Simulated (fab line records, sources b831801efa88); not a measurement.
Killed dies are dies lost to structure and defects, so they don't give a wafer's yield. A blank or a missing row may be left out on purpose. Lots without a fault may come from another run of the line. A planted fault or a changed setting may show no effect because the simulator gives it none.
One fault seen from 2 desks | flow sky130 | each desk has only its own numbers; what lay behind them comes last

THE METROLOGY DESK
What the gauges read, lot by lot, whatever tool the lot ran on: means of the sampled wafers that have a number. A lot is out of limits, marked OUT, if its mean lies more than 4 standard deviations from the usual mean; the brackets give that distance.
Columns: A = CAP2M_TIN_RS at SKY_CAP2M_RS_MEAS_03, usual 6.89 ohm/sq
lot  | first seen here | A
L692 | day 40 16:48    | 7.01
L693 | day 41 03:19    | 6.86
L694 | day 41 12:47    | 6.81
L696 | day 41 21:04    | 6.87
L698 | day 42 14:50    | 6.88
L701 | day 45 00:31    | 6.89
L703 | day 45 02:18    | 6.92
L706 | day 45 07:31    | 6.87
L709 | day 45 13:50    | 6.92
L710 | day 46 00:10    | 6.91
L711 | day 46 04:37    | 7.02
This desk's finding: nothing out of limits on any of the 11 lots.

THE TOOL OWNER'S DESK: pvd_sputter-01
The tool's own readings at SKY_METAL4_SPUTTER_02 (material AlCu, target thk 735 nm, time 39.1 s): means of the sampled wafers that have a number, for each lot that ran on this tool. A lot is out of limits, marked OUT, if its mean lies more than 4 standard deviations from the usual mean; the brackets give that distance.
Columns: A = throttle_valve_pct at SKY_METAL4_SPUTTER_02, usual 29.5 %
lot  | first seen here | A
L692 | day 40 16:26    | 29.1
L693 | day 41 03:00    | 29.4
L698 | day 42 14:32    | 29.1
L701 | day 45 00:11    | 28.8
L703 | day 45 01:59    | 28.5
L706 | day 45 07:13    | 29.2
This desk's finding: nothing out of limits on any of the 6 lots.

PUT TOGETHER
The metrology desk saw nothing out of limits.
The tool owner's desk saw nothing out of limits.

WHAT THE SIMULATOR HAD PUT IN
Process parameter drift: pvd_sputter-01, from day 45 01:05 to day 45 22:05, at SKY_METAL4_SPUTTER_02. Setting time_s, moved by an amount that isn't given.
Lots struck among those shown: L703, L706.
